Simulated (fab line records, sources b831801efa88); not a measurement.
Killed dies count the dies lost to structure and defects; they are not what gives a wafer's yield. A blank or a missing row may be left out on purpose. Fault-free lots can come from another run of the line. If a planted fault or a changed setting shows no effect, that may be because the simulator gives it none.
Chamber matching ; flow gf180mcu ; pecvd-04 running GF_V3_CVD_02: 3 sister chambers
The step deposits SiO2 from TEOS, target thk 850 nm, time 94.851 s. 6 wafers are shown with their chamber, then 11 later ones without.

== WAFERS WITH THEIR CHAMBER ==
wafer;chamber;heater_power_w (W)
L085.3;0;599
L087.6;2;630
L089.1;1;773
L089.4;2;621
L089.6;1;608
L090.3;0;637

== WAFERS WITHOUT THEIR CHAMBER ==
wafer;heater_power_w (W)
L090.5;674
L090.6;654
L091.2;722
L091.3;523
L091.6;590
L092.3;629
L092.4;672
L092.5;727
L097.1;611
L097.3;658
L097.6;646

== THE CHAMBER EACH PASSED THROUGH ==
wafer;from the rows above;in truth
L090.5;can't be placed: 1 or 2 or 0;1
L090.6;can't be placed: 2 or 0 or 1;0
L091.2;can't be placed: 1 or 2 or 0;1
L091.3;can't be placed: 0 or 2 or 1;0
L091.6;can't be placed: 0 or 2 or 1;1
L092.3;can't be placed: 2 or 0 or 1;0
L092.4;can't be placed: 1 or 2 or 0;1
L092.5;can't be placed: 1 or 2 or 0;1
L097.1;can't be placed: 0 or 2 or 1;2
L097.3;can't be placed: 1 or 2 or 0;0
L097.6;can't be placed: 2 or 0 or 1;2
0 of 11 placed correctly. From these rows, 11 cannot be placed; in 11 the true chamber is one of the candidates. Number placed wrongly: 0.
How it was worked out, from the rows above alone: a wafer's distance from a chamber is the root of the sum, over the readings, of the square of ((its reading less the chamber's mean) divided by the reading's scatter). If the next closest chamber is less than 2 further off than the closest, the wafer can't be placed; otherwise it belongs to the closest. Each chamber's mean is taken over the wafers shown for it. The scatter: the root of (the sum of the squares of (reading less its chamber's mean) over the shown wafers, divided by (wafers less chambers)).
